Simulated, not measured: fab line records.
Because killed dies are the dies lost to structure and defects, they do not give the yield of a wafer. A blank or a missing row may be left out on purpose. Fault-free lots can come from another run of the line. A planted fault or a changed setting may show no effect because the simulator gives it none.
Check of tool commonality / flow gf180mcu / 13 lots and 45 wafers in the sample

WHY IT WAS OPENED
Of 13 lots, 2 have the reading HV_LDD_4_TW flagged at GF_HV_LDD_TW_MEAS_50. Fault-free wafers read 572, with a standard deviation of 3.9.
Rule: a lot gets a flag if all its wafers with a number sit over 4 standard deviations from that mean, or if no wafer of it has a number. As for the other lots, they are considered sound.

lot=L698; measured=day 12 12:31; on=film_metro-02; HV_LDD_4_TW, wafer by wafer=571 574 570; flag=
lot=L700; measured=day 13 07:58; on=film_metro-04; HV_LDD_4_TW, wafer by wafer=571 573 571; flag=
lot=L701; measured=day 13 15:21; on=film_metro-02; HV_LDD_4_TW, wafer by wafer=575 578 576; flag=
lot=L703; measured=day 14 03:55; on=film_metro-04; HV_LDD_4_TW, wafer by wafer=577 573 574; flag=
lot=L704; measured=day 14 15:53; on=film_metro-02; HV_LDD_4_TW, wafer by wafer=575 575 572; flag=
lot=L706; measured=day 15 07:32; on=film_metro-02; HV_LDD_4_TW, wafer by wafer=574 573 567; flag=
lot=L709; measured=day 16 06:51; on=film_metro-03; HV_LDD_4_TW, wafer by wafer=566 568 565; flag=
lot=L711; measured=day 16 22:05; on=film_metro-02; HV_LDD_4_TW, wafer by wafer=606 601 610 603 603 607; flag=FLAGGED
lot=L712; measured=day 17 08:41; on=film_metro-03; HV_LDD_4_TW, wafer by wafer=601 601 603 601 603 600; flag=FLAGGED
lot=L713; measured=day 17 10:50; on=film_metro-04; HV_LDD_4_TW, wafer by wafer=582 577 579; flag=
lot=L716; measured=day 18 09:34; on=film_metro-02; HV_LDD_4_TW, wafer by wafer=569 573 570; flag=
lot=L718; measured=day 19 07:33; on=film_metro-03; HV_LDD_4_TW, wafer by wafer=571 574 573; flag=
lot=L720; measured=day 19 22:55; on=film_metro-04; HV_LDD_4_TW, wafer by wafer=575 572 575; flag=
The numbers of the flagged lots are 603 on average: +31 against the usual, or +8 standard deviations.

EACH LOT AND THE TOOL IT RAN ON
2 process steps preceding the reading are held in the record, out of 602 steps in the route. Every cell lists first the tool, next ch and the chambers used by the sampled wafers, and last the start.
lot=L698; flag=; GF_POLY_GATE_ETCH_12=rie_diel-01 ch 0,3, day 9 07:12; GF_HV_LDD_IMPLANT_48=implanter-02 ch 0, day 12 12:16
lot=L700; flag=; GF_POLY_GATE_ETCH_12=rie_diel-01 ch 1,2,3, day 9 23:00; GF_HV_LDD_IMPLANT_48=implanter-01 ch 0, day 13 07:41
lot=L701; flag=; GF_POLY_GATE_ETCH_12=rie_diel-02 ch 0,1,3, day 10 07:09; GF_HV_LDD_IMPLANT_48=implanter-03 ch 0, day 13 15:07
lot=L703; flag=; GF_POLY_GATE_ETCH_12=rie_diel-01 ch 0,2,3, day 10 18:15; GF_HV_LDD_IMPLANT_48=implanter-03 ch 0, day 14 03:40
lot=L704; flag=; GF_POLY_GATE_ETCH_12=rie_diel-04 ch 1,2, day 11 04:50; GF_HV_LDD_IMPLANT_48=implanter-03 ch 0, day 14 15:38
lot=L706; flag=; GF_POLY_GATE_ETCH_12=rie_diel-01 ch 1,2,3, day 11 17:23; GF_HV_LDD_IMPLANT_48=implanter-03 ch 0, day 15 07:19
lot=L709; flag=; GF_POLY_GATE_ETCH_12=rie_diel-04 ch 0,2,3, day 12 16:14; GF_HV_LDD_IMPLANT_48=implanter-03 ch 0, day 16 06:37
lot=L711; flag=FLAGGED; GF_POLY_GATE_ETCH_12=rie_diel-01 ch 2,3, day 13 04:23; GF_HV_LDD_IMPLANT_48=implanter-03 ch 0, day 16 21:50
lot=L712; flag=FLAGGED; GF_POLY_GATE_ETCH_12=rie_diel-02 ch 1,2,3, day 13 14:53; GF_HV_LDD_IMPLANT_48=implanter-03 ch 0, day 17 08:26
lot=L713; flag=; GF_POLY_GATE_ETCH_12=rie_diel-01 ch 1,2,3, day 13 17:31; GF_HV_LDD_IMPLANT_48=implanter-01 ch 0, day 17 10:35
lot=L716; flag=; GF_POLY_GATE_ETCH_12=rie_diel-04 ch 0,2, day 14 13:23; GF_HV_LDD_IMPLANT_48=implanter-01 ch 0, day 18 09:19
lot=L718; flag=; GF_POLY_GATE_ETCH_12=rie_diel-04 ch 0,1,2, day 15 07:32; GF_HV_LDD_IMPLANT_48=implanter-02 ch 0, day 19 07:19
lot=L720; flag=; GF_POLY_GATE_ETCH_12=rie_diel-02 ch 2,3, day 15 21:29; GF_HV_LDD_IMPLANT_48=implanter-02 ch 0, day 19 22:41
What these steps do:
- GF_POLY_GATE_ETCH_12: etches BARC in N2/H2.
- GF_HV_LDD_IMPLANT_48
- GF_HV_LDD_TW_MEAS_50

FLAGGED OVER TOTAL, TOOL BY TOOL (the gauges that took the reading come last)
step=GF_POLY_GATE_ETCH_12; tool=rie_diel-01; lots run=6; flagged=1; share of the flagged lots=some; sound lots run after its first flagged lot=1 (L713)
step=GF_POLY_GATE_ETCH_12; tool=rie_diel-02; lots run=3; flagged=1; share of the flagged lots=some; sound lots run after its first flagged lot=1 (L720)
step=GF_POLY_GATE_ETCH_12; tool=rie_diel-04; lots run=4; flagged=0; share of the flagged lots=none; sound lots run after its first flagged lot=-
step=GF_HV_LDD_IMPLANT_48; tool=implanter-01; lots run=3; flagged=0; share of the flagged lots=none; sound lots run after its first flagged lot=-
step=GF_HV_LDD_IMPLANT_48; tool=implanter-02; lots run=3; flagged=0; share of the flagged lots=none; sound lots run after its first flagged lot=-
step=GF_HV_LDD_IMPLANT_48; tool=implanter-03; lots run=7; flagged=2; share of the flagged lots=all; sound lots run after its first flagged lot=0
step=GF_HV_LDD_TW_MEAS_50; tool=film_metro-02; lots run=6; flagged=1; share of the flagged lots=some; sound lots run after its first flagged lot=1 (L716)
step=GF_HV_LDD_TW_MEAS_50; tool=film_metro-03; lots run=3; flagged=1; share of the flagged lots=some; sound lots run after its first flagged lot=1 (L718)
step=GF_HV_LDD_TW_MEAS_50; tool=film_metro-04; lots run=4; flagged=0; share of the flagged lots=none; sound lots run after its first flagged lot=-

WHAT IS ALLOWED BY THE TABLE
In the table, 1 row covers all flagged lots: implanter-03 at GF_HV_LDD_IMPLANT_48.
- implanter-03 at GF_HV_LDD_IMPLANT_48 ran 7 lots, 2 of them flagged. Its last sound lot is L709 (day 16 06:37), its first flagged lot L711 (day 16 21:50): a fault that began between those two fits. Its own readings (beam_energy_keV) fall more than 4 standard deviations out on all wafers of the flagged lots.
Left over: one tool, implanter-03 at GF_HV_LDD_IMPLANT_48.

WHAT WAS PUT IN BY THE SIMULATOR
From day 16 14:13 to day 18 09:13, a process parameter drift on implanter-03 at GF_HV_LDD_IMPLANT_48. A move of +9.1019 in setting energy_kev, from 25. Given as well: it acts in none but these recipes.
Lots struck among those shown: L711, L712. Same finding as the rule above.
